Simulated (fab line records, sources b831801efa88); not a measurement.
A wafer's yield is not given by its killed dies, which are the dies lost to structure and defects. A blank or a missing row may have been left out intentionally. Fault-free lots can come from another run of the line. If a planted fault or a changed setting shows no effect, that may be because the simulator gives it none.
A lot that was struck, set against a sound lot ; flow sky130 ; 14 out of 708 route steps
Sound: wafers L532.2, L532.3, L532.4. The struck wafers were L551.2, L551.4, L551.5. The cause is given at the end.
For every step that has rows: the tool of each side, followed by ch and its chambers, followed by its first start. Under that, the readings that differ: sound wafers ; struck wafers ; difference of the means ; sigmas: that difference in standard deviations of wafers without a fault.
alike: a reading whose means differ by less than 2 such deviations, as well as words and numbers matching on both sides. not compared: withheld readings; readings where some wafer has no value; bounds like >300 that might hide an equal value; numbers whose values overlap and for which the record gives no deviation.
A row with sigmas, a row that says differs or no value, or rows on one side alone: a step with any of these is where the two part. Numbers that don't overlap but have no deviation are shown without sigmas and don't part them. A reading missing from all wafers of one side parts the sides only when that side holds two or more wafers.

first, 3 steps without rows for these wafers: SKY_LDD_P_EXPOSE_04 (exposes mask PSDM, target cd 380 nm); SKY_LDD_P_PEB_05; SKY_LDD_P_DEVELOP_06 (develop time 59.08 s).
SKY_LDD_P_CD_MEAS_07 targets a cd of 380 nm.
  sound: cd sem-02 at day 20 05:29; struck: cd sem-01 at day 27 13:14
  alike: cd nm
SKY_LDD_P_OVL_MEAS_08:
  sound: overlay-01 at day 20 05:35; struck: overlay-01 at day 27 13:20
  alike: LDD_P_OVL
next, for these wafers, 1 step has no rows: SKY_LDD_P_IMPLANT_09.
SKY_LDD_P_STRIP_10: strips in O2/N2.
  sound on plasma asher-02 ch 0,1, day 20 05:46; struck on plasma asher-01 ch 0,1, day 27 13:31
reading;sound;struck;difference;sigmas
strip time to endpoint s (s);14.07 14.08 14.08;14.19 14.20 14.21;+0.12;+3
  alike: drypump motor current A, oes product au
  not compared: rf hours counter h
SKY_LDD_P_TW_MEAS_11:
  sound: film metro-04 at day 20 05:58; struck: film metro-03 at day 27 13:37
  alike: LDD_P_TW
then, 4 steps without rows for these wafers: SKY_LDD_HVN_DEHYDRATE_00 (time 60 s); SKY_LDD_HVN_HMDS_01 (prime time 60 s); SKY_LDD_HVN_COAT_02 (resist thk 300 nm); SKY_LDD_HVN_SOFTBAKE_03 (time 60 s).
SKY_LDD_HVN_EXPOSE_04: exposes mask HVNTM, target cd 700 nm.
  sound on iline stepper-01 ch 0, day 20 21:07; struck on iline stepper-02, day 28 04:09
  no value came back on the struck wafers for exposure dose mJ cm2, focus offset nm (nm), reticle temp C (C); on the sound wafers exposure dose mJ cm2 reads 126.93 126.99 126.98
  alike: mask
next, for these wafers, 1 step has no rows: SKY_LDD_HVN_PEB_05.

WHERE THEY PART
Earliest at SKY_LDD_P_STRIP_10; latest, in this record, at SKY_LDD_HVN_EXPOSE_04.

WHY: what had been put in by the simulator
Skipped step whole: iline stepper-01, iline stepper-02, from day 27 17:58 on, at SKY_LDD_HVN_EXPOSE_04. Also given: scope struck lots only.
